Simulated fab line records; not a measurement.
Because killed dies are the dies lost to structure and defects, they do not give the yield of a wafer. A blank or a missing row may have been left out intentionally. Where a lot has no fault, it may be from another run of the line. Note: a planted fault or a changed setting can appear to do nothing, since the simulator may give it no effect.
fab line records	flow sky130
record lots=12	wafers=36	lastDay=50
route steps=708 shown VIA3@596 METAL4@601 PAD_OPEN@708
lots with no fault: from the same line, run without faults
startH: hours from the record's opening day to when the first of the lot's shown wafers began	waitH: hours from the lot's prior step to this one	" the same as in the row above	L1.1+2: a single row standing in for several wafers	- either no value or no given start	* or withheld: withheld	< > ~ a bound
route shown NAME@n: names a module that has steps shown in the file, with the first one's number in the route	usual: mean and standard deviation over wafers with no fault	same: alike in all rows	chamber/n: place in a boat	sites: the reading at each site	_std_site: how widely they spread, as a standard deviation	_edge_site: mean of outer sites minus mean of inner sites	radiusMm: for every site, how far away it sits from the centre of the wafer	mask NAME#n: copy n	behind: the tool/chamber that last shaped the wafer	hold: what put the lot on hold/how long, in hours/how the hold closed	device: whichever transistor did not switch (one of n, p or np)	end of line: the same wafers' tests at the end of the route	a step given without rows: its recipe and nothing more	killed: the dies lost at the first sort to structure and to defects; this is not the yield of the wafer	map: a wafer's dies, marking killed ones x, the rest . and places with no die _
set.NAME: the setting as run; set.NAME@STEP: as run at that earlier step	model.NAME: the simulator's own value behind a step, which no gauge read
one table for each step of the route and one row for each wafer, over a sample of lots
services: a tool's chamber out of use, with start hour (startH, from the record's first day; less than 0 if before it), hours out, and reason
## steps
# step SKY_VIA3_THK_MEAS_23
# recipe thkMeasGauge=xrf	reads=W_of_VIA3_CVD_21
# usual VIA3_W_THK=383/4.5
lot.wafer	tool	chamber	startH	waitH	VIA3_W_THK[nm]
L830.2	filmMetro-02	-	928.43	0.1	383
L830.4	"	-	"	"	382
L830.5	"	-	"	"	387
L831.2	filmMetro-01	-	941.53	0.1	385
L831.5	"	-	"	"	382
L831.6	"	-	"	"	387
L836.1	filmMetro-01	-	969.54	0.1	388
L836.2	"	-	"	"	389
L836.5	"	-	"	"	389
L837.1	filmMetro-02	-	993.60	0.1	382
L837.2	"	-	"	"	384
L837.6	"	-	"	"	380
L838.1	filmMetro-04	-	995.34	0.1	385
L838.4	"	-	"	"	387
L838.6	"	-	"	"	386
L844.1	filmMetro-02	-	1034.86	0.1	387
L844.5	"	-	"	"	389
L844.6	"	-	"	"	381
L845.1	filmMetro-04	-	1040.14	0.1	389
L845.2	"	-	"	"	385
L845.6	"	-	"	"	392
L847.1	filmMetro-02	-	1052.70	0.1	378
L847.3	"	-	"	"	382
L847.4	"	-	"	"	377
L846.1	filmMetro-02	-	1054.25	0.1	381
L846.4	"	-	"	"	384
L846.6	"	-	"	"	377
L849.1	filmMetro-04	-	1061.91	0.1	390
L849.3	"	-	"	"	388
L849.5	"	-	"	"	392
L850.1	filmMetro-01	-	1065.49	0.1	386
L850.5	"	-	"	"	382
L850.6	"	-	"	"	387
L852.2	filmMetro-02	-	1078.31	0.1	381
L852.3	"	-	"	"	389
L852.4	"	-	"	"	387
# step SKY_VIA3_CMP_24
# recipe stopOn=SiO2	tOverpolishS=20	downForcePsi=3.5	platenRpm=60	targetThkNm=0	padVelocityMS=0.94248
# usual edgeZonePressureFrac=1.001/0.005	motorCurrentA=11.0/0.92	overpolishRunS=19.999/0.0097	timeToEndpointS=95/3.6
lot.wafer	tool	chamber	startH	waitH	edgeZonePressureFrac	motorCurrentA	overpolishRunS	timeToEndpointS
L830.2	cmp-01	3	928.48	0.0	0.998	10.1	19.994	103
L830.4	"	0	"	"	1.003	10.3	19.993	97
L830.5	"	3	"	"	1.000	10.5	20.011	100
L831.2	cmp-01	2	941.58	0.0	0.990	12.4	20.009	104
L831.6	"	2	"	"	1.000	12.2	20.001	102
L831.5	"	3	"	"	0.999	10.1	19.998	99
L836.2	cmp-02	1	969.65	0.1	1.009	10.7	20.010	93
L836.1	"	3	"	"	0.998	11.4	20.005	99
L836.5	"	0	"	"	1.006	11.0	20.011	97
L837.2	cmp-02	0	993.76	0.1	0.996	11.1	19.987	94
L837.1	"	1	"	"	1.000	10.8	19.980	93
L837.6	"	2	"	"	1.000	12.5	20.010	89
L838.1	cmp-01	0	995.50	0.1	0.996	9.8	19.995	96
L838.4	"	1	"	"	0.998	10.5	20.009	94
L838.6	"	2	"	"	0.996	12.8	19.990	99
L844.1	cmp-01	1	1035.14	0.3	1.003	11.5	19.994	91
L844.5	"	0	"	"	1.002	9.3	19.996	94
L844.6	"	1	"	"	1.000	10.8	19.999	89
L845.1	cmp-02	1	1040.20	0.1	1.005	11.2	20.000	92
L845.2	"	0	"	"	1.003	10.7	20.036	95
L845.6	"	1	"	"	1.000	10.8	19.996	89
L847.4	cmp-01	1	1052.76	0.0	1.005	10.9	20.008	89
L847.3	"	2	"	"	1.009	12.6	19.994	97
L847.1	"	3	"	"	1.001	10.0	20.001	95
L846.4	cmp-01	1	1054.41	0.1	0.998	10.1	19.991	91
L846.1	"	2	"	"	0.999	12.1	19.993	96
L846.6	"	3	"	"	1.005	10.2	19.991	95
L849.3	cmp-02	0	1062.02	0.1	0.998	11.0	19.991	95
L849.1	"	2	"	"	1.003	12.7	19.978	96
L849.5	"	0	"	"	1.004	11.2	19.996	99
L850.1	cmp-02	0	1065.65	0.1	1.001	10.0	19.996	95
L850.5	"	2	"	"	0.998	13.2	20.020	91
L850.6	"	3	"	"	1.003	11.6	19.996	99
L852.2	cmp-01	2	1078.41	0.1	1.003	11.8	20.013	89
L852.4	"	3	"	"	1.005	10.3	20.004	89
L852.3	"	0	"	"	0.998	10.2	20.000	93
# step SKY_METAL4_SPUTTER_03
# recipe material=Ti	targetThkNm=5	powerW=3000	timeS=3.3	chamberPressurePa=0.4
# usual chamberPressurePa=0.4000/0.00082	throttleValvePct=29.9/0.93
lot.wafer	tool	chamber	startH	waitH	chamberPressurePa	throttleValvePct
L830.2	pvdSputter-01	-	928.86	0.0	0.3988	30.2
L830.4	"	-	"	"	0.3996	29.6
L830.5	"	-	"	"	0.4003	30.1
L831.2	pvdSputter-01	-	941.96	0.0	0.3988	30.1
L831.5	"	-	"	"	0.3988	29.5
L831.6	"	-	"	"	0.3995	30.0
L836.1	pvdSputter-01	-	969.99	0.0	0.4000	29.2
L836.2	"	-	"	"	0.3999	30.1
L836.5	"	-	"	"	0.3981	29.7
L837.1	pvdSputter-04	-	994.04	0.0	0.4008	30.9
L837.2	"	-	"	"	0.3994	28.1
L837.6	"	-	"	"	0.4176	29.4
L838.1	pvdSputter-04	-	995.79	0.0	0.4010	28.3
L838.4	"	-	"	"	0.4156	29.4
L838.6	"	-	"	"	0.3998	27.9
L844.1	pvdSputter-03	-	1035.48	0.0	0.3993	30.6
L844.5	"	-	"	"	0.4005	30.7
L844.6	"	-	"	"	0.3995	29.1
L845.1	pvdSputter-01	-	1040.58	0.0	0.4003	30.0
L845.2	"	-	"	"	0.3995	28.9
L845.6	"	-	"	"	0.3995	29.0
L847.1	pvdSputter-04	-	1053.15	0.0	0.3999	28.1
L847.3	"	-	"	"	0.4007	31.1
L847.4	"	-	"	"	0.4010	29.9
L846.1	pvdSputter-04	-	1054.70	0.0	0.3989	31.1
L846.4	"	-	"	"	0.3997	30.1
L846.6	"	-	"	"	0.3997	28.2
L849.1	pvdSputter-04	-	1062.36	0.0	0.4000	30.6
L849.3	"	-	"	"	0.4006	28.3
L849.5	"	-	"	"	0.3995	30.9
L850.1	pvdSputter-04	-	1065.94	0.0	0.3982	31.2
L850.5	"	-	"	"	0.3995	31.3
L850.6	"	-	"	"	0.3998	30.9
L852.2	pvdSputter-03	-	1078.75	0.0	0.3997	30.6
L852.3	"	-	"	"	0.3995	29.1
L852.4	"	-	"	"	0.4008	29.5
# step SKY_METAL4_SPUTTER_04
# recipe material=TiN	targetThkNm=70	powerW=6500	timeS=58.3	chamberPressurePa=0.4
# usual chamberPressurePa=0.4000/0.00088	throttleValvePct=29.9/0.94
lot.wafer	tool	chamber	startH	waitH	chamberPressurePa	throttleValvePct
L830.2	pvdSputter-01	-	928.88	0.0	0.4012	30.1
L830.4	"	-	"	"	0.3993	29.7
L830.5	"	-	"	"	0.3997	30.0
L831.2	pvdSputter-01	-	941.98	0.0	0.3997	29.7
L831.5	"	-	"	"	0.3996	29.8
L831.6	"	-	"	"	0.4001	29.9
L836.1	pvdSputter-01	-	970.01	0.0	0.3992	29.2
L836.2	"	-	"	"	0.3997	30.1
L836.5	"	-	"	"	0.4005	29.9
L837.1	pvdSputter-04	-	994.06	0.0	0.3998	31.0
L837.2	"	-	"	"	0.3989	28.2
L837.6	"	-	"	"	0.3995	30.1
L838.1	pvdSputter-04	-	995.80	0.0	0.3987	28.4
L838.4	"	-	"	"	0.4007	30.2
L838.6	"	-	"	"	0.4007	28.2
L844.1	pvdSputter-03	-	1035.50	0.0	0.3986	30.4
L844.5	"	-	"	"	0.4006	30.7
L844.6	"	-	"	"	0.3994	29.1
L845.1	pvdSputter-01	-	1040.60	0.0	0.4001	30.0
L845.2	"	-	"	"	0.4007	29.3
L845.6	"	-	"	"	0.4005	29.4
L847.1	pvdSputter-04	-	1053.17	0.0	0.3998	28.3
L847.3	"	-	"	"	0.4013	31.3
L847.4	"	-	"	"	0.3997	30.2
L846.1	pvdSputter-04	-	1054.71	0.0	0.3993	30.9
L846.4	"	-	"	"	0.3999	30.1
L846.6	"	-	"	"	0.4017	28.4
L849.1	pvdSputter-04	-	1062.38	0.0	0.3996	31.1
L849.3	"	-	"	"	0.3990	28.1
L849.5	"	-	"	"	0.3993	31.0
L850.1	pvdSputter-04	-	1065.96	0.0	0.3984	31.1
L850.5	"	-	"	"	0.4011	31.0
L850.6	"	-	"	"	0.3991	30.9
L852.2	pvdSputter-03	-	1078.77	0.0	0.4006	30.8
L852.3	"	-	"	"	0.4008	29.0
L852.4	"	-	"	"	0.4018	29.3
# step SKY_PAD_OPEN_PROBE_99
# usual defectLimitedYield=82.4/1.7	killed_at_M0_to_M3=44/6.9	killed_at_M4_up=3.3/1.7	killedAtContacts=24/4.7	killedAtFrontEnd=15/4.5	killedAtOther=0.2/0.49	killedDies=86/8.4	killedOpen=47/6.5	killedShort=39/6	sort_bin_3_pad_short=0.9/0.4	sort_bin_5_function=10.4/1.5	sort_bin_6_memory=6.3/1	sortNPass=406/8.4	sortYieldPct=82.4/1.7
# same grossDies=492	killedAtBackSide=0	sort_bin_4_leakage[%]=0	sort_bin_8_speed[%]=0
lot.wafer	tool	chamber	startH	waitH	defectLimitedYield[%]	killed_at_M0_to_M3	killed_at_M4_up	killedAtContacts	killedAtFrontEnd	killedAtOther	killedDies	killedOpen	killedShort	sort_bin_3_pad_short[%]	sort_bin_5_function[%]	sort_bin_6_memory[%]	sortNPass	sortYieldPct[%]
L830.2	prober-01	-	1072.81	0.1	82.5	39	3	29	15	0	86	41	45	0.6	10.6	6.3	406	82.5
L830.4	prober-01	-	1072.91	0.2	81.5	40	4	25	22	0	91	54	37	1.0	10.4	7.1	401	81.5
L830.5	prober-01	-	1072.96	0.2	80.9	46	4	26	16	2	94	50	44	1.0	10.6	7.5	398	80.9
L838.1	prober-02	-	1129.96	0.1	82.7	50	5	18	12	0	85	38	47	0.8	10.4	6.1	407	82.7
L838.4	prober-02	-	1130.11	0.2	82.5	44	3	24	15	0	86	47	39	1.0	10.8	5.7	406	82.5
L838.6	prober-02	-	1130.21	0.2	84.6	34	3	20	19	0	76	45	31	0.4	10.0	5.1	416	84.6
L847.1	prober-02	-	1176.64	0.1	81.7	43	3	27	16	1	90	57	33	0.4	11.2	6.7	402	81.7
L847.3	prober-02	-	1176.74	0.2	81.1	60	3	22	8	0	93	57	36	1.0	10.8	7.1	399	81.1
L847.4	prober-02	-	1176.79	0.2	82.7	43	4	27	11	0	85	49	36	0.4	10.0	6.9	407	82.7
L846.1	prober-01	-	1179.41	0.1	81.1	42	1	33	17	0	93	55	38	1.2	11.8	5.9	399	81.1
L846.4	prober-01	-	1179.56	0.2	83.1	44	4	16	18	1	83	40	43	0	7.9	8.9	409	83.1
L846.6	prober-01	-	1179.66	0.2	82.3	40	3	21	21	2	87	48	39	0.8	11.0	5.9	405	82.3
L850.1	prober-02	-	1188.34	0.1	80.5	53	2	28	13	0	96	50	46	1.2	9.1	9.1	396	80.5
L850.5	prober-02	-	1188.54	0.2	83.7	36	1	25	18	0	80	44	36	1.4	8.9	5.9	412	83.7
L850.6	prober-02	-	1188.59	0.2	84.1	44	6	19	9	0	78	37	41	0.8	8.7	6.3	414	84.1
L852.2	prober-02	-	1195.52	0.1	78.9	56	3	30	15	0	104	53	51	0.6	13.2	7.3	388	78.9
L852.3	prober-02	-	1195.57	0.2	84.1	37	7	19	15	0	78	41	37	1.4	9.1	5.3	414	84.1
L852.4	prober-02	-	1195.62	0.2	82.1	44	3	25	16	0	88	48	40	0.8	12.2	4.9	404	82.1
# killed by level:class
L830.2 CONTACT:geometricParticle:open=15 METAL1:geometricParticle:short=9 VIA1:geometricParticle:open=7 METAL2:geometricParticle:short=6 FIELD_ISO:geometricParticle:short=5 SPACER:geometricParticle:short=4 LI_CONTACT:geometricParticle:short=4 LI_CONTACT:geometricParticle:open=4
L830.4 VIA3:geometricParticle:open=9 CONTACT:geometricParticle:open=8 FIELD_ISO:geometricParticle:open=7 VIA1:geometricParticle:open=7 METAL2:geometricParticle:short=7 FIELD_ISO:geometricParticle:short=6 CONTACT:geometricParticle:short=6 POLY_GATE:geometricParticle:open=5
L830.5 VIA1:geometricParticle:short=12 CONTACT:geometricParticle:open=10 VIA1:geometricParticle:open=9 VIA2:geometricParticle:open=7 FIELD_ISO:geometricParticle:open=6 FIELD_ISO:geometricParticle:short=6 LI_CONTACT:geometricParticle:open=6 CONTACT:geometricParticle:short=5
L838.1 VIA1:geometricParticle:open=12 METAL1:geometricParticle:short=11 CONTACT:geometricParticle:open=9 FIELD_ISO:geometricParticle:short=6 METAL2:geometricParticle:short=6 VIA2:geometricParticle:short=5 LI_CONTACT:geometricParticle:short=4 VIA2:geometricParticle:open=4
L838.4 VIA1:geometricParticle:open=13 CONTACT:geometricParticle:open=11 METAL1:geometricParticle:short=8 VIA2:geometricParticle:short=5 VIA2:geometricParticle:open=5 FIELD_ISO:geometricParticle:open=4 LI_CONTACT:geometricParticle:open=4 CONTACT:geometricParticle:short=4
L838.6 VIA1:geometricParticle:open=14 CONTACT:geometricParticle:open=10 FIELD_ISO:geometricParticle:short=5 POLY_GATE:geometricParticle:open=5 POLY_GATE:geometricParticle:short=5 METAL1:geometricParticle:short=5 LI_CONTACT:geometricParticle:open=4 VIA2:geometricParticle:open=4
L847.1 CONTACT:geometricParticle:open=13 VIA3:geometricParticle:open=10 VIA1:geometricParticle:open=9 LI_CONTACT:geometricParticle:open=6 LOCAL_INTERCONNECT:geometricParticle:short=6 VIA2:geometricParticle:open=6 POLY_GATE:geometricParticle:open=5 VIA2:geometricParticle:short=5
L847.3 VIA1:geometricParticle:open=15 VIA3:geometricParticle:open=9 VIA2:geometricParticle:open=8 VIA3:geometricParticle:short=7 LI_CONTACT:geometricParticle:open=7 CONTACT:geometricParticle:short=6 METAL1:geometricParticle:short=6 CONTACT:geometricParticle:open=5
L847.4 CONTACT:geometricParticle:open=16 VIA3:geometricParticle:open=10 METAL3:geometricParticle:short=6 VIA1:geometricParticle:open=6 VIA2:geometricParticle:open=5 FIELD_ISO:geometricParticle:short=4 LOCAL_INTERCONNECT:geometricParticle:short=4 CONTACT:geometricParticle:short=4
L846.1 CONTACT:geometricParticle:open=12 VIA3:geometricParticle:open=10 VIA1:geometricParticle:open=10 LI_CONTACT:geometricParticle:open=8 CONTACT:geometricParticle:short=7 METAL1:geometricParticle:short=7 FIELD_ISO:geometricParticle:open=6 VIA1:geometricParticle:short=5
L846.4 VIA1:geometricParticle:open=9 METAL1:geometricParticle:short=7 LI_CONTACT:geometricParticle:open=6 VIA3:geometricParticle:open=5 VIA2:geometricParticle:short=5 VIA2:geometricParticle:open=5 VIA1:geometricParticle:short=4 METAL2:geometricParticle:short=4
L846.6 CONTACT:geometricParticle:open=9 LI_CONTACT:geometricParticle:open=7 VIA1:geometricParticle:open=7 VIA2:geometricParticle:open=6 FIELD_ISO:geometricParticle:short=5 POLY_GATE:geometricParticle:open=5 FIELD_ISO:geometricParticle:open=4 METAL1:geometricParticle:short=4
L850.1 VIA1:geometricParticle:open=14 CONTACT:geometricParticle:open=9 VIA3:geometricParticle:open=8 CONTACT:geometricParticle:short=7 LI_CONTACT:geometricParticle:open=6 METAL2:geometricParticle:short=6 VIA1:geometricParticle:short=6 VIA3:geometricParticle:short=6
L850.5 CONTACT:geometricParticle:open=10 LI_CONTACT:geometricParticle:open=7 VIA1:geometricParticle:open=7 FIELD_ISO:geometricParticle:open=6 METAL1:geometricParticle:short=5 CONTACT:geometricParticle:short=4 VIA1:geometricParticle:short=4 METAL2:geometricParticle:short=4
L850.6 VIA2:geometricParticle:open=10 METAL1:geometricParticle:short=10 METAL2:geometricParticle:short=7 LOCAL_INTERCONNECT:geometricParticle:short=5 CONTACT:geometricParticle:open=5 LI_CONTACT:geometricParticle:open=4 CONTACT:geometricParticle:short=4 VIA1:geometricParticle:open=4
L852.2 VIA1:geometricParticle:open=15 CONTACT:geometricParticle:open=11 METAL1:geometricParticle:short=8 FIELD_ISO:geometricParticle:short=7 LI_CONTACT:geometricParticle:open=7 VIA3:geometricParticle:open=7 VIA1:geometricParticle:short=6 CONTACT:geometricParticle:short=5
L852.3 CONTACT:geometricParticle:open=11 METAL1:geometricParticle:short=7 VIA1:geometricParticle:open=7 POLY_GATE:geometricParticle:short=6 VIA3:geometricParticle:short=6 METAL4:geometricParticle:short=6 LI_CONTACT:geometricParticle:open=5 VIA3:geometricParticle:open=5
L852.4 LI_CONTACT:geometricParticle:open=9 CONTACT:geometricParticle:open=9 VIA1:geometricParticle:open=8 VIA1:geometricParticle:short=7 FIELD_ISO:geometricParticle:open=5 METAL1:geometricParticle:short=5 VIA3:geometricParticle:open=5 VIA3:geometricParticle:short=5
## services
tool	chamber	startH	hours	kind
cmp-01	-	912.27	4.0	pm
cmp-01	-	916.27	-	consumableReplace:conditioner
cmp-01	-	916.27	-	consumableReplace:pad
cmp-01	-	916.27	3.3	pm
cmp-02	-	930.40	5.5	repair
cmp-02	-	935.95	4.3	pm
cmp-01	-	966.92	16.3	repair
pvdSputter-01	-	974.42	0.8	repair
cmp-01	-	996.51	3.8	pm
cmp-02	-	1000.46	11.7	pm
cmp-01	-	1003.36	1.4	repair
cmp-02	-	1015.09	0.9	repair
cmp-02	-	1031.70	5.6	repair
cmp-02	-	1075.72	1.4	repair
## key
firstSign step=SKY_METAL4_SPUTTER_03	reading=chamberPressurePa	direction=up	sigmas=20	usual=0.4000	struck=0.4166
effect none on later readings
metAt SKY_METAL4_SPUTTER_03
struckLots L837,L838
struckWafers L837.6,L838.4
notActingAt SKY_VIA3_THK_MEAS_23,SKY_VIA3_CMP_24,SKY_METAL4_SPUTTER_04
fault kind=processParameterDrift	tool=pvdSputter-04	chamber=-	onsetH=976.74	steps=SKY_METAL4_SPUTTER_03	channel=chamberPressurePa	offset=0.0165	shape=step	endH=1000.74	actsIn=theseRecipesOnly	stated=0.4	scope=struckWafersOnly
